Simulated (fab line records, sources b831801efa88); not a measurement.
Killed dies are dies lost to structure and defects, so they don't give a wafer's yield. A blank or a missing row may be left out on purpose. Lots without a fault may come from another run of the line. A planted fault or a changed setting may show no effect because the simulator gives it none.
A struck lot beside a sound one | flow sky130 | 17 steps out of a route of 708
Sound: wafers L723.2, L723.5, L723.6. Struck: wafers L733.1, L733.2, L733.6. The cause comes at the end.
At each step with rows: each side's tool, then ch and its chambers, then its first start. Under that, the readings that differ: sound wafers | struck wafers | difference of the means | sigmas: that difference in standard deviations of wafers without a fault.
alike: readings whose means differ by less than 2 such deviations, and words and numbers that are the same on both sides. not compared: withheld readings, readings that some wafer has no value for, bounds like >300 that may hide the same value, and numbers for which the record gives no deviation and whose values overlap.
The two part at a step that has a row with sigmas, a row that says differs or no value, or rows on one side only. Numbers that don't overlap but have no deviation are shown without sigmas and don't part them. A reading that every wafer of one side lacks parts them only if that side has two wafers or more.

first, 3 steps without rows for these wafers: SKY_SONOS_ONO_WET_ETCH_18 (etches Si3N4 in H3PO4, target depth 15 nm, time 172 s); SKY_GATE_OXIDE_CLEAN_00 (cleans in SC1/SC2, time 150 s); SKY_GATE_OXIDE_OXIDATION_01 (stabilise 600 s, purge 300 s, target thk 10.268 nm).
SKY_GATE_OXIDE_THK_MEAS_02:
  sound on film_metro-02, day 13 08:06; struck on film_metro-02, day 16 13:43
  alike: GATE_OXIDE_OXIDATION_00_THK
then, 7 steps without rows for these wafers: SKY_GATE_OXIDE_DEHYDRATE_03 (time 60 s); SKY_GATE_OXIDE_HMDS_04 (prime time 60 s); SKY_GATE_OXIDE_COAT_05 (resist thk 1140 nm); SKY_GATE_OXIDE_SOFTBAKE_06 (time 60 s); SKY_GATE_OXIDE_EXPOSE_07 (exposes mask LVOM, target cd 600 nm); SKY_GATE_OXIDE_PEB_08; SKY_GATE_OXIDE_DEVELOP_09 (develop time 60 s).
SKY_GATE_OXIDE_OVL_MEAS_10:
  sound on overlay-02, day 14 09:11; struck on overlay-02, day 17 18:13
  alike: GATE_OXIDE_OVL
SKY_GATE_OXIDE_IMPLANT_11:
  sound on implanter-04 ch 0, day 14 09:14; struck on implanter-01 ch 0, day 17 18:14
  reading                   | sound             | struck            | difference | sigmas
  implant_ion_amu           | 11 11 11          | 49 49 49          | +38        |
  model.implant.rp_nm (nm)  | 33.47 33.47 33.47 | 10.26 10.26 10.26 | -23.21     |
  model.implant.drp_nm (nm) | 17.11 17.11 17.11 | 6.005 6.005 6.005 | -11.105    |
  alike: end_station_pressure_torr
then, 1 step without rows for these wafers: SKY_GATE_OXIDE_WET_ETCH_12 (etches SiO2 in dHF, target depth 16.8 nm, time 336 s).
SKY_GATE_OXIDE_STRIP_13: strips in O2/N2.
  sound on plasma_asher-01 ch 0,1, day 14 09:28; struck on plasma_asher-01 ch 0,1, day 17 18:30
  alike: drypump_motor_current_A, o2_flow_sccm, oes_product_au, strip_time_to_endpoint_s
  not compared: rf_hours_counter_h
SKY_GATE_OXIDE_TW_MEAS_14:
  sound on film_metro-03, day 14 09:34; struck on film_metro-04, day 17 18:49
  reading       | sound             | struck            | difference | sigmas
  GATE_OXIDE_TW | 224.9 224.4 224.5 | 323.2 326.3 326.4 | +100.7     | +99 or more
  not compared: hold
SKY_PAD_OPEN_PROBE_99:
  the record has rows for the sound wafers here (prober-01, day 46 05:23) and none for the struck ones

WHERE THEY PART
First at SKY_GATE_OXIDE_TW_MEAS_14; last, within this record, at SKY_PAD_OPEN_PROBE_99.

WHY: what the simulator had put in
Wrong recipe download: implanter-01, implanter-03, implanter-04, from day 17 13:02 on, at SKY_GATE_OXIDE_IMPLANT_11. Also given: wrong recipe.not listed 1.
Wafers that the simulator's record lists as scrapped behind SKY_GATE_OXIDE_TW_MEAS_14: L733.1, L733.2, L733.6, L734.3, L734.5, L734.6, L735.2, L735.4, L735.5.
